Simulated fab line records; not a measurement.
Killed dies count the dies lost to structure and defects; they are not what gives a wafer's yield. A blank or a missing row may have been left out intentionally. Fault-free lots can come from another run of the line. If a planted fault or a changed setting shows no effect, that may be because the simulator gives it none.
fab line records | flow sky130
record lots=12 | wafers=36 | lastDay=51
route steps=708 shown DNWELL@44 VT_ADJUST_NCORE@121 VT_ADJUST_HVTR@142 VT_ADJUST_PCH@153 LDD_P@263 POLY_CUT@316 PAD_OPEN@708
lots with no fault: from the same line, run without faults
startH: the number of hours between the record's first day and the start of the first shown wafer of the lot | waitH: hours from the lot's prior step to this one | " as in the row above | L1.1+2: one row covering several wafers at once | - no value, or no start given | * or withheld: withheld | < > ~ a bound
route shown NAME@n: NAME is a module with steps in the file, n the number in the route of the first one | usual: average and standard deviation across the fault-free wafers | same: alike in all rows | chamber/n: place in a boat | sites: the reading at each site | _std_site: the values' standard deviation | _edge_site: mean of outer sites minus mean of inner sites | radiusMm: for every site, how far away it sits from the centre of the wafer | mask NAME#n: copy n | behind: tool/chamber where the wafer was last shaped | hold: why the lot went on hold/how many hours it stayed there/how the hold came to an end | device: whichever transistor did not switch (one of n, p or np) | end of line: the same wafers' tests at the end of the route | for a step that has no rows: nothing shown but its recipe | killed: count of dies lost to structure and defects at first sort (not the wafer's yield) | map: a wafer's dies, marking killed ones x, the rest . and places with no die _
set.NAME: the setting that was run; set.NAME@STEP: the one run at that earlier step | model.NAME: the simulator's own value behind a step, which no gauge read
route steps across a sampled set of lots; one table per step, one row per wafer
## steps
# step SKY_DNWELL_TW_MEAS_09
# usual DNWELL_TW=1110/15
lot.wafer | tool         | chamber | startH | waitH | DNWELL_TW
L723.1    | filmMetro-03 | -       | 59.23  | 0.1   | 1098
L723.2    | "            | -       | "      | "     | 1099
L723.4    | "            | -       | "      | "     | 1097
L724.2    | filmMetro-01 | -       | 65.84  | 0.1   | 1124
L724.5    | "            | -       | "      | "     | 1122
L724.6    | "            | -       | "      | "     | 1130
L726.4    | filmMetro-01 | -       | 73.96  | 0.1   | 1128
L726.5    | "            | -       | "      | "     | 1134
L726.6    | "            | -       | "      | "     | 1124
L727.1    | filmMetro-03 | -       | 78.19  | 0.1   | 1097
L727.3    | "            | -       | "      | "     | 1098
L727.5    | "            | -       | "      | "     | 1095
L731.1    | filmMetro-03 | -       | 104.29 | 0.1   | 1105
L731.4    | "            | -       | "      | "     | 1105
L731.6    | "            | -       | "      | "     | 1100
L737.1    | filmMetro-04 | -       | 136.38 | 0.1   | 1120
L737.4    | "            | -       | "      | "     | 1118
L737.5    | "            | -       | "      | "     | 1118
L738.1    | filmMetro-01 | -       | 141.84 | 0.1   | 1131
L738.5    | "            | -       | "      | "     | 1126
L738.6    | "            | -       | "      | "     | 1133
L739.4    | filmMetro-04 | -       | 145.76 | 0.1   | 1118
L739.5    | "            | -       | "      | "     | 1123
L739.6    | "            | -       | "      | "     | 1117
L742.2    | filmMetro-03 | -       | 160.50 | 0.1   | 1091
L742.3    | "            | -       | "      | "     | 1099
L742.5    | "            | -       | "      | "     | 1098
L743.1    | filmMetro-03 | -       | 168.63 | 0.1   | 1093
L743.2    | "            | -       | "      | "     | 1085
L743.5    | "            | -       | "      | "     | 1089
L744.2    | filmMetro-03 | -       | 173.24 | 0.1   | 1096
L744.4    | "            | -       | "      | "     | 1098
L744.5    | "            | -       | "      | "     | 1099
L745.1    | filmMetro-03 | -       | 177.43 | 0.1   | 1093
L745.2    | "            | -       | "      | "     | 1087
L745.6    | "            | -       | "      | "     | 1089
# step SKY_VT_ADJUST_NCORE_COAT_02
# recipe resist=NOVOLAK | spinRpm=3000 | resistThkNm=1140
# usual chillPlateTempC=22.99/0.11 | dispensePressureKPa=47.0/1.8 | resistLineTempC=22.98/0.11
lot.wafer | tool          | chamber | startH | waitH | chillPlateTempC | dispensePressureKPa | resistLineTempC
L723.1    | lithoTrack-02 | 0       | 180.19 | 0.1   | 23.05           | 45.3                | 22.96
L723.2    | "             | 0       | "      | "     | 23.24           | 45.3                | 22.88
L723.4    | "             | 0       | "      | "     | 23.15           | 45.4                | 23.02
L724.2    | lithoTrack-03 | 0       | 186.51 | 0.1   | 23.14           | 45.8                | 23.07
L724.5    | "             | 0       | "      | "     | 23.01           | 45.8                | 23.11
L724.6    | "             | 0       | "      | "     | 23.00           | 45.9                | 23.14
L727.1    | lithoTrack-01 | 0       | 200.23 | 0.1   | 22.88           | 49.3                | 22.96
L727.3    | "             | 0       | "      | "     | 22.96           | 49.3                | 22.71
L727.5    | "             | 0       | "      | "     | 23.11           | 49.3                | 22.87
L726.4    | lithoTrack-01 | 0       | 203.66 | 0.1   | 23.05           | 49.3                | 23.13
L726.5    | "             | 0       | "      | "     | 22.91           | 49.3                | 23.15
L726.6    | "             | 0       | "      | "     | 23.01           | 49.3                | 23.18
L731.1    | lithoTrack-02 | 0       | 236.49 | 0.1   | 22.87           | 45.3                | 23.09
L731.4    | "             | 0       | "      | "     | 22.87           | 45.3                | 22.86
L731.6    | "             | 0       | "      | "     | 22.80           | 45.3                | 22.86
L737.1    | lithoTrack-01 | -       | 279.18 | 0.1   | -               | -                   | -
L737.4    | "             | -       | "      | "     | -               | -                   | -
L737.5    | "             | -       | "      | "     | -               | -                   | -
L738.1    | lithoTrack-01 | -       | 285.73 | 0.1   | -               | -                   | -
L738.5    | "             | -       | "      | "     | -               | -                   | -
L738.6    | "             | -       | "      | "     | -               | -                   | -
L739.4    | lithoTrack-01 | -       | 290.56 | 0.1   | -               | -                   | -
L739.5    | "             | -       | "      | "     | -               | -                   | -
L739.6    | "             | -       | "      | "     | -               | -                   | -
L742.2    | lithoTrack-01 | 0       | 309.91 | 0.1   | 22.98           | 49.4                | 22.86
L742.3    | "             | 0       | "      | "     | 23.02           | 49.3                | 23.09
L742.5    | "             | 0       | "      | "     | 22.99           | 49.3                | 23.15
L743.1    | lithoTrack-02 | 0       | 319.24 | 0.1   | 23.01           | 45.3                | 23.02
L743.2    | "             | 0       | "      | "     | 23.09           | 45.3                | 22.96
L743.5    | "             | 0       | "      | "     | 23.24           | 45.4                | 22.94
L744.2    | lithoTrack-02 | 0       | 324.51 | 0.1   | 23.06           | 45.4                | 22.87
L744.4    | "             | 0       | "      | "     | 23.02           | 45.3                | 22.91
L744.5    | "             | 0       | "      | "     | 23.09           | 45.3                | 22.81
L745.1    | lithoTrack-02 | 0       | 329.84 | 0.1   | 23.17           | 45.3                | 22.98
L745.2    | "             | 0       | "      | "     | 22.97           | 45.4                | 23.18
L745.6    | "             | 0       | "      | "     | 23.10           | 45.4                | 22.99
# step SKY_VT_ADJUST_NCORE_CD_MEAS_07
# recipe targetCdNm=380
# usual cdNm=379/3.1
lot.wafer | tool     | chamber | startH | waitH | cdNm
L723.1    | cdSem-01 | -       | 190.49 | 0.1   | 377
L723.2    | "        | -       | "      | "     | 378
L723.4    | "        | -       | "      | "     | 378
L724.2    | cdSem-02 | -       | 196.75 | 0.1   | 381
L724.5    | "        | -       | "      | "     | 382
L724.6    | "        | -       | "      | "     | 381
L727.1    | cdSem-01 | -       | 211.08 | 0.1   | 381
L727.3    | "        | -       | "      | "     | 381
L727.5    | "        | -       | "      | "     | 382
L726.4    | cdSem-02 | -       | 214.79 | 0.1   | 383
L726.5    | "        | -       | "      | "     | 385
L726.6    | "        | -       | "      | "     | 385
L731.1    | cdSem-02 | -       | 247.69 | 0.1   | 380
L731.4    | "        | -       | "      | "     | 382
L731.6    | "        | -       | "      | "     | 381
L737.1    | cdSem-01 | -       | 291.99 | 0.1   | -
L737.4    | "        | -       | "      | "     | -
L737.5    | "        | -       | "      | "     | -
L738.1    | cdSem-01 | -       | 298.09 | 0.1   | -
L738.5    | "        | -       | "      | "     | -
L738.6    | "        | -       | "      | "     | -
L739.4    | cdSem-01 | -       | 302.77 | 0.1   | -
L739.5    | "        | -       | "      | "     | -
L739.6    | "        | -       | "      | "     | -
L742.2    | cdSem-01 | -       | 323.05 | 0.1   | 377
L742.3    | "        | -       | "      | "     | 376
L742.5    | "        | -       | "      | "     | 374
L743.1    | cdSem-01 | -       | 332.34 | 0.1   | 381
L743.2    | "        | -       | "      | "     | 382
L743.5    | "        | -       | "      | "     | 384
L744.2    | cdSem-01 | -       | 338.70 | 0.1   | 374
L744.4    | "        | -       | "      | "     | 373
L744.5    | "        | -       | "      | "     | 374
L745.1    | cdSem-02 | -       | 343.74 | 0.1   | 378
L745.2    | "        | -       | "      | "     | 375
L745.6    | "        | -       | "      | "     | 376
# step SKY_VT_ADJUST_HVTR_TW_MEAS_11
# usual VT_ADJUST_HVTR_TW=210.8/2.3
lot.wafer | tool         | chamber | startH | waitH | VT_ADJUST_HVTR_TW
L723.1    | filmMetro-01 | -       | 212.19 | 0.1   | 212.5
L723.2    | "            | -       | "      | "     | 212.9
L723.4    | "            | -       | "      | "     | 213.2
L724.2    | filmMetro-04 | -       | 219.10 | 0.1   | 211.5
L724.5    | "            | -       | "      | "     | 210.9
L724.6    | "            | -       | "      | "     | 211.4
L727.1    | filmMetro-03 | -       | 234.16 | 0.1   | 209.5
L727.3    | "            | -       | "      | "     | 208.9
L727.5    | "            | -       | "      | "     | 209.1
L726.4    | filmMetro-03 | -       | 238.32 | 0.1   | 209.3
L726.5    | "            | -       | "      | "     | 209.3
L726.6    | "            | -       | "      | "     | 208.3
L731.1    | filmMetro-01 | -       | 272.04 | 0.1   | 211.7
L731.4    | "            | -       | "      | "     | 212.2
L731.6    | "            | -       | "      | "     | 211.7
L737.1    | filmMetro-04 | -       | 317.24 | 0.1   | 264.4
L737.4    | "            | -       | "      | "     | 264.1
L737.5    | "            | -       | "      | "     | 265.2
L738.1    | filmMetro-04 | -       | 324.59 | 0.1   | 266.2
L738.5    | "            | -       | "      | "     | 266.7
L738.6    | "            | -       | "      | "     | 266.5
L739.4    | filmMetro-01 | -       | 329.77 | 0.1   | 264.6
L739.5    | "            | -       | "      | "     | 265.4
L739.6    | "            | -       | "      | "     | 263.9
L742.2    | filmMetro-04 | -       | 351.15 | 0.1   | 213.3
L742.3    | "            | -       | "      | "     | 212.5
L742.5    | "            | -       | "      | "     | 212.1
L743.1    | filmMetro-04 | -       | 360.44 | 0.1   | 211.8
L743.2    | "            | -       | "      | "     | 212.2
L743.5    | "            | -       | "      | "     | 212.4
L744.2    | filmMetro-04 | -       | 367.15 | 0.1   | 212.1
L744.4    | "            | -       | "      | "     | 213.7
L744.5    | "            | -       | "      | "     | 212.2
L745.1    | filmMetro-03 | -       | 371.99 | 0.1   | 206.6
L745.2    | "            | -       | "      | "     | 208.2
L745.6    | "            | -       | "      | "     | 207.4
# step SKY_VT_ADJUST_PCH_TW_MEAS_10
# usual VT_ADJUST_PCH_TW=142.0/1.4
lot.wafer | tool         | chamber | startH | waitH | VT_ADJUST_PCH_TW
L723.1    | filmMetro-04 | -       | 234.67 | 0.1   | 141.9
L723.2    | "            | -       | "      | "     | 142.8
L723.4    | "            | -       | "      | "     | 142.9
L724.2    | filmMetro-02 | -       | 242.73 | 0.1   | 143.2
L724.5    | "            | -       | "      | "     | 143.6
L724.6    | "            | -       | "      | "     | 143.6
L727.1    | filmMetro-03 | -       | 257.57 | 0.1   | 140.5
L727.3    | "            | -       | "      | "     | 141.2
L727.5    | "            | -       | "      | "     | 140.4
L726.4    | filmMetro-03 | -       | 261.75 | 0.1   | 140.6
L726.5    | "            | -       | "      | "     | 140.1
L726.6    | "            | -       | "      | "     | 140.9
L731.1    | filmMetro-02 | -       | 297.62 | 0.1   | 143.3
L731.4    | "            | -       | "      | "     | 142.8
L731.6    | "            | -       | "      | "     | 143.4
L737.1    | filmMetro-02 | -       | 344.37 | 0.1   | 231.5
L737.4    | "            | -       | "      | "     | 231.7
L737.5    | "            | -       | "      | "     | 231.1
L738.1    | filmMetro-04 | -       | 352.56 | 0.1   | 232.0
L738.5    | "            | -       | "      | "     | 232.8
L738.6    | "            | -       | "      | "     | 233.1
L739.4    | filmMetro-02 | -       | 357.10 | 0.1   | 231.0
L739.5    | "            | -       | "      | "     | 232.0
L739.6    | "            | -       | "      | "     | 231.8
L742.2    | filmMetro-03 | -       | 379.48 | 0.1   | 140.6
L742.3    | "            | -       | "      | "     | 140.2
L742.5    | "            | -       | "      | "     | 140.1
L743.1    | filmMetro-02 | -       | 389.67 | 0.1   | 142.0
L743.2    | "            | -       | "      | "     | 142.7
L743.5    | "            | -       | "      | "     | 143.5
L744.2    | filmMetro-02 | -       | 395.73 | 0.1   | 141.0
L744.4    | "            | -       | "      | "     | 141.5
L744.5    | "            | -       | "      | "     | 142.9
L745.1    | filmMetro-04 | -       | 400.22 | 0.1   | 142.7
L745.2    | "            | -       | "      | "     | 143.4
L745.6    | "            | -       | "      | "     | 143.2
# step SKY_LDD_P_OVL_MEAS_08
# usual LDD_P_OVL=1.2/1.4
lot.wafer | tool       | chamber | startH | waitH | LDD_P_OVL[nm]
L723.1    | overlay-01 | -       | 445.71 | 0.1   | 2.2
L723.2    | "          | -       | "      | "     | 3.6
L723.4    | "          | -       | "      | "     | 3.7
L724.2    | overlay-02 | -       | 457.36 | 0.1   | 1.8
L724.5    | "          | -       | "      | "     | 1.6
L724.6    | "          | -       | "      | "     | 0.9
L727.1    | overlay-01 | -       | 466.90 | 0.1   | 0.0
L727.3    | "          | -       | "      | "     | 0.7
L727.5    | "          | -       | "      | "     | 1.9
L726.4    | overlay-01 | -       | 475.87 | 0.1   | 1.8
L726.5    | "          | -       | "      | "     | 0.8
L726.6    | "          | -       | "      | "     | -0.9
L731.1    | overlay-02 | -       | 519.20 | 0.1   | -0.3
L731.4    | "          | -       | "      | "     | 0.2
L731.6    | "          | -       | "      | "     | -0.1
L737.1    | overlay-01 | -       | 645.70 | 0.1   | 0.3
L737.4    | "          | -       | "      | "     | -0.3
L737.5    | "          | -       | "      | "     | -0.7
L743.1    | overlay-01 | -       | 647.85 | 0.1   | 1.1
L743.2    | "          | -       | "      | "     | 1.7
L743.5    | "          | -       | "      | "     | -0.7
L738.1    | overlay-02 | -       | 648.45 | 0.1   | 2.3
L738.5    | "          | -       | "      | "     | 1.8
L738.6    | "          | -       | "      | "     | 1.0
L739.4    | overlay-01 | -       | 649.02 | 0.1   | -1.0
L739.5    | "          | -       | "      | "     | 2.1
L739.6    | "          | -       | "      | "     | 2.1
L742.2    | overlay-01 | -       | 649.76 | 0.1   | 2.6
L742.3    | "          | -       | "      | "     | 2.2
L742.5    | "          | -       | "      | "     | 0.2
L744.2    | overlay-02 | -       | 650.26 | 0.1   | 2.5
L744.4    | "          | -       | "      | "     | 3.2
L744.5    | "          | -       | "      | "     | 0.8
L745.1    | overlay-02 | -       | 650.95 | 0.1   | 2.4
L745.2    | "          | -       | "      | "     | 1.2
L745.6    | "          | -       | "      | "     | 1.0
# step SKY_POLY_CUT_OVL_MEAS_09
# usual POLY_CUT_OVL=-5/5.3
lot.wafer | tool       | chamber | startH | waitH | POLY_CUT_OVL[nm]
L723.1    | overlay-01 | -       | 589.04 | 0.1   | -6
L723.2    | "          | -       | "      | "     | -12
L723.4    | "          | -       | "      | "     | -8
L727.1    | overlay-02 | -       | 589.91 | 0.1   | -2
L727.3    | "          | -       | "      | "     | -3
L727.5    | "          | -       | "      | "     | -2
L724.2    | overlay-02 | -       | 590.16 | 0.1   | -8
L724.5    | "          | -       | "      | "     | -5
L724.6    | "          | -       | "      | "     | -6
L726.4    | overlay-02 | -       | 590.29 | 0.1   | -2
L726.5    | "          | -       | "      | "     | -2
L726.6    | "          | -       | "      | "     | 1
L731.1    | overlay-01 | -       | 629.15 | 0.1   | -5
L731.4    | "          | -       | "      | "     | 0
L731.6    | "          | -       | "      | "     | -9
L737.1    | overlay-01 | -       | 760.01 | 0.1   | -4
L737.4    | "          | -       | "      | "     | -6
L737.5    | "          | -       | "      | "     | -4
L743.1    | overlay-02 | -       | 762.45 | 0.1   | -4
L743.2    | "          | -       | "      | "     | -5
L743.5    | "          | -       | "      | "     | -11
L739.4    | overlay-02 | -       | 763.12 | 0.1   | -6
L739.5    | "          | -       | "      | "     | -7
L739.6    | "          | -       | "      | "     | -5
L738.1    | overlay-02 | -       | 763.46 | 0.1   | -6
L738.5    | "          | -       | "      | "     | -17
L738.6    | "          | -       | "      | "     | -2
L742.2    | overlay-02 | -       | 763.70 | 0.1   | -11
L742.3    | "          | -       | "      | "     | -14
L742.5    | "          | -       | "      | "     | -2
L744.2    | overlay-01 | -       | 764.11 | 0.1   | -6
L744.4    | "          | -       | "      | "     | -2
L744.5    | "          | -       | "      | "     | -7
L745.1    | overlay-02 | -       | 764.45 | 0.1   | -4
L745.2    | "          | -       | "      | "     | -6
L745.6    | "          | -       | "      | "     | -5
# step SKY_PAD_OPEN_PROBE_99
# usual killed_at_M0_to_M3=42/7.3 | killed_at_M4_up=3.4/2 | killedAtContacts=24/5.6 | killedAtFrontEnd=16/4.5 | killedAtOther=0.2/0.51 | killedDies=86/9.8 | killedOnRim=17/3.8 | killedOpen=46/7 | killedShort=40/6.7
# same grossDies=492 | killedAtBackSide=0
lot.wafer | tool      | chamber | startH  | waitH | killed_at_M0_to_M3 | killed_at_M4_up | killedAtContacts | killedAtFrontEnd | killedAtOther | killedDies | killedOnRim | killedOpen | killedShort
L737.1    | prober-01 | -       | 1210.86 | 0.1   | 42                 | 2               | 38               | 409              | 1             | 492        | 96          | 56         | 53
L737.4    | prober-01 | -       | 1211.01 | 0.2   | 49                 | 6               | 16               | 421              | 0             | 492        | 96          | 40         | 45
L737.5    | prober-01 | -       | 1211.06 | 0.2   | 44                 | 5               | 29               | 414              | 0             | 492        | 96          | 42         | 50
L739.4    | prober-01 | -       | 1214.01 | 0.2   | 36                 | 4               | 27               | 425              | 0             | 492        | 96          | 33         | 44
L739.5    | prober-01 | -       | 1214.06 | 0.2   | 43                 | 7               | 22               | 420              | 0             | 492        | 96          | 43         | 44
L739.6    | prober-01 | -       | 1214.11 | 0.2   | 42                 | 7               | 20               | 423              | 0             | 492        | 96          | 40         | 43
L738.1    | prober-02 | -       | 1214.51 | 0.1   | 28                 | 1               | 31               | 432              | 0             | 492        | 96          | 40         | 32
L738.5    | prober-02 | -       | 1214.71 | 0.2   | 43                 | 3               | 23               | 423              | 0             | 492        | 96          | 42         | 39
L738.6    | prober-02 | -       | 1214.76 | 0.2   | 43                 | 3               | 25               | 421              | 0             | 492        | 96          | 51         | 37
# killed by level:class
L737.1 VT_ADJUST_NCORE:areaExpose=383 CONTACT:geometricParticle:open=17 CONTACT:geometricParticle:short=11 VIA2:geometricParticle:open=10 POLY_GATE:geometricParticle:short=7 METAL2:geometricParticle:short=7 FIELD_ISO:geometricParticle:short=6 POLY_GATE:geometricParticle:open=6
L737.4 VT_ADJUST_NCORE:areaExpose=407 VIA1:geometricParticle:open=13 VIA2:geometricParticle:open=8 CONTACT:geometricParticle:open=7 METAL4:geometricParticle:short=6 CONTACT:geometricParticle:short=6 METAL2:geometricParticle:short=6 VIA3:geometricParticle:open=6
L737.5 VT_ADJUST_NCORE:areaExpose=400 VIA1:geometricParticle:open=9 CONTACT:geometricParticle:short=8 VIA2:geometricParticle:open=8 LI_CONTACT:geometricParticle:open=7 CONTACT:geometricParticle:open=7 FIELD_ISO:geometricParticle:short=6 METAL2:geometricParticle:short=6
L739.4 VT_ADJUST_NCORE:areaExpose=415 LOCAL_INTERCONNECT:geometricParticle:short=8 CONTACT:geometricParticle:open=7 CONTACT:geometricParticle:short=7 VIA1:geometricParticle:open=7 METAL1:geometricParticle:short=6 VIA3:geometricParticle:open=5 VIA2:geometricParticle:open=4
L739.5 VT_ADJUST_NCORE:areaExpose=405 CONTACT:geometricParticle:open=9 VIA1:geometricParticle:open=7 VIA3:geometricParticle:open=7 VIA1:geometricParticle:short=6 LI_CONTACT:geometricParticle:open=6 METAL2:geometricParticle:short=6 METAL4:geometricParticle:short=5
L739.6 VT_ADJUST_NCORE:areaExpose=409 VIA2:geometricParticle:open=9 POLY_GATE:geometricParticle:short=7 VIA3:geometricParticle:open=7 LI_CONTACT:geometricParticle:open=6 METAL4:geometricParticle:short=6 METAL2:geometricParticle:short=6 CONTACT:geometricParticle:short=5
L738.1 VT_ADJUST_NCORE:areaExpose=420 LI_CONTACT:geometricParticle:open=11 CONTACT:geometricParticle:open=8 VIA1:geometricParticle:open=8 LOCAL_INTERCONNECT:geometricParticle:short=4 CONTACT:geometricParticle:short=4 METAL1:geometricParticle:short=4 FIELD_ISO:geometricParticle:open=3
L738.5 VT_ADJUST_NCORE:areaExpose=411 VIA3:geometricParticle:open=9 CONTACT:geometricParticle:open=9 VIA1:geometricParticle:open=9 VIA3:geometricParticle:short=5 METAL2:geometricParticle:short=5 VIA2:geometricParticle:open=5 LI_CONTACT:geometricParticle:short=4
L738.6 VT_ADJUST_NCORE:areaExpose=404 VIA1:geometricParticle:open=12 METAL2:geometricParticle:short=9 LI_CONTACT:geometricParticle:open=8 LOCAL_INTERCONNECT:geometricParticle:short=6 CONTACT:geometricParticle:open=6 VIA2:geometricParticle:open=5 VIA3:geometricParticle:short=5
## key
firstSign step=SKY_VT_ADJUST_NCORE_COAT_02 | reading=toolRecord | direction=missing
effect step=SKY_VT_ADJUST_NCORE_CD_MEAS_07 | reading=cdNm | direction=missing
effect step=SKY_VT_ADJUST_HVTR_TW_MEAS_11 | reading=VT_ADJUST_HVTR_TW | direction=up | sigmas=24 | usual=210.8 | struck=265.2
effect step=SKY_VT_ADJUST_PCH_TW_MEAS_10 | reading=VT_ADJUST_PCH_TW | direction=up | sigmas=63 | usual=142.0 | struck=231.9
effect step=SKY_PAD_OPEN_PROBE_99 | reading=killedAtFrontEnd | direction=up | sigmas=90 | usual=16 | struck=421
moreKillsBornAt SKY_VT_ADJUST_NCORE_EXPOSE_04@ilineStepper-02=2419 | SKY_VT_ADJUST_NCORE_EXPOSE_04@ilineStepper-01=1235
metAt SKY_VT_ADJUST_NCORE_COAT_02
struckLots L737,L738,L739
testerLeftOut L737,L738,L739
notActingAt SKY_DNWELL_TW_MEAS_09,SKY_LDD_P_OVL_MEAS_08,SKY_POLY_CUT_OVL_MEAS_09
onsetBetween 203.66 279.18
fault kind=skippedStepWhole | tool=lithoTrack-01 | chamber=- | onsetH=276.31 | steps=SKY_VT_ADJUST_NCORE_COAT_02 | scope=struckLotsOnly
# testerLeftOut: of these lots the tester's yield and bins aren't shown, on N5 and GAA mostly nor the transistor test; their killed dies are dies lost to structure and defects alone, not to doping, threshold or leakage, so they don't give the yield
